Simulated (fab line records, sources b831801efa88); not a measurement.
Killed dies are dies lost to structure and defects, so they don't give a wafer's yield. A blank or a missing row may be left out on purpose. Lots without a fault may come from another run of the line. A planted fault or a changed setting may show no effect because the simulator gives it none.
Chamber matching | flow sky130 | SKY_VIA1_ETCH_14 on rie_diel-01: 4 sister chambers
The step etches BARC in N2/H2, stops on SiO2, time 45.9 s, target depth 60 nm. 27 wafers are shown with their chamber, then 12 later ones without.

WAFERS WITH THEIR CHAMBER
wafer  | chamber | drypump_motor_current_A (A) | oes_product_au (a.u.) | bias_w (W)
L074.2 | 0       | 6.1                         | 0.863                 | 99.9
L074.3 | 3       | 5.0                         | 0.852                 | 99.7
L074.6 | 3       | 5.0                         | 0.852                 | 99.7
L075.1 | 0       | 6.0                         | 0.866                 | 100.4
L075.3 | 3       | 5.0                         | 0.857                 | 100.4
L075.6 | 1       | 6.2                         | 0.848                 | 100.4
L076.1 | 3       | 5.1                         | 0.857                 | 99.8
L076.2 | 0       | 6.1                         | 0.855                 | 99.4
L076.4 | 0       | 6.1                         | 0.856                 | 99.6
L078.2 | 2       | 5.8                         | 0.852                 | 100.5
L078.3 | 3       | 5.1                         | 0.856                 | 100.3
L078.6 | 0       | 6.1                         | 0.856                 | 99.8
L079.1 | 2       | 5.8                         | 0.856                 | 100.2
L079.3 | 1       | 6.2                         | 0.856                 | 100.1
L079.4 | 3       | 5.1                         | 0.858                 | 99.9
L084.2 | 3       | 5.0                         | 0.856                 | 99.7
L084.4 | 2       | 5.8                         | 0.855                 | 99.4
L084.6 | 0       | 6.1                         | 0.860                 | 100.0
L086.1 | 1       | 6.2                         | 0.860                 | 100.1
L086.3 | 0       | 6.1                         | 0.851                 | 99.8
L086.6 | 2       | 5.8                         | 0.855                 | 100.1
L089.1 | 0       | 6.1                         | 0.859                 | 99.8
L089.2 | 2       | 5.8                         | 0.847                 | 100.0
L089.3 | 1       | 6.2                         | 0.842                 | 100.0
L090.2 | 2       | 5.8                         | 0.851                 | 100.6
L090.4 | 3       | 5.1                         | 0.859                 | 100.5
L090.6 | 1       | 6.2                         | 0.856                 | 99.7

SIGNATURES (means of the wafers above)
reading                 | chamber 0 | chamber 1 | chamber 2 | chamber 3 | scatter within a chamber
drypump_motor_current_A | 6.087     | 6.200     | 5.800     | 5.050     | 0.0354
oes_product_au          | 0.85825   | 0.85240   | 0.85267   | 0.85587   | 0.00454
bias_w                  | 99.838    | 100.060   | 100.133   | 100.000   | 0.335
Rule: a wafer's distance from a chamber is the root of the sum, over the readings, of the square of ((its reading less the chamber's mean) divided by the reading's scatter). The wafer belongs to the nearest chamber; if the next one is less than 2 further off, it can't be placed. The scatter: the root of (the sum of the squares of (reading less its chamber's mean) over the shown wafers, divided by (wafers less chambers)).

WAFERS WITHOUT THEIR CHAMBER
wafer  | drypump_motor_current_A (A) | oes_product_au (a.u.) | bias_w (W)
L093.4 | 5.8                         | 0.857                 | 100.2
L093.5 | 5.8                         | 0.861                 | 100.0
L093.6 | 5.1                         | 0.865                 | 100.4
L094.3 | 6.2                         | 0.855                 | 100.1
L094.4 | 5.1                         | 0.858                 | 99.8
L094.5 | 6.1                         | 0.856                 | 100.8
L096.4 | 5.8                         | 0.864                 | 99.7
L096.5 | 5.8                         | 0.857                 | 99.6
L096.6 | 6.2                         | 0.855                 | 99.8
L097.1 | 6.1                         | 0.854                 | 100.2
L097.4 | 5.0                         | 0.857                 | 99.9
L097.5 | 5.1                         | 0.853                 | 100.2

WHICH CHAMBER EACH WENT THROUGH
wafer  | from the rows above     | in truth
L093.4 | 2                       | 2
L093.5 | 2                       | 2
L093.6 | 3                       | 3
L094.3 | 1                       | 1
L094.4 | 3                       | 3
L094.5 | can't be placed: 0 or 1 | 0
L096.4 | 2                       | 2
L096.5 | 2                       | 2
L096.6 | 1                       | 1
L097.1 | can't be placed: 0 or 1 | 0
L097.4 | 3                       | 3
L097.5 | 3                       | 3
Placed correctly: 10 of 12. Can't be placed from these rows: 2 (the true chamber is among the candidates in 2). Placed wrongly: 0.
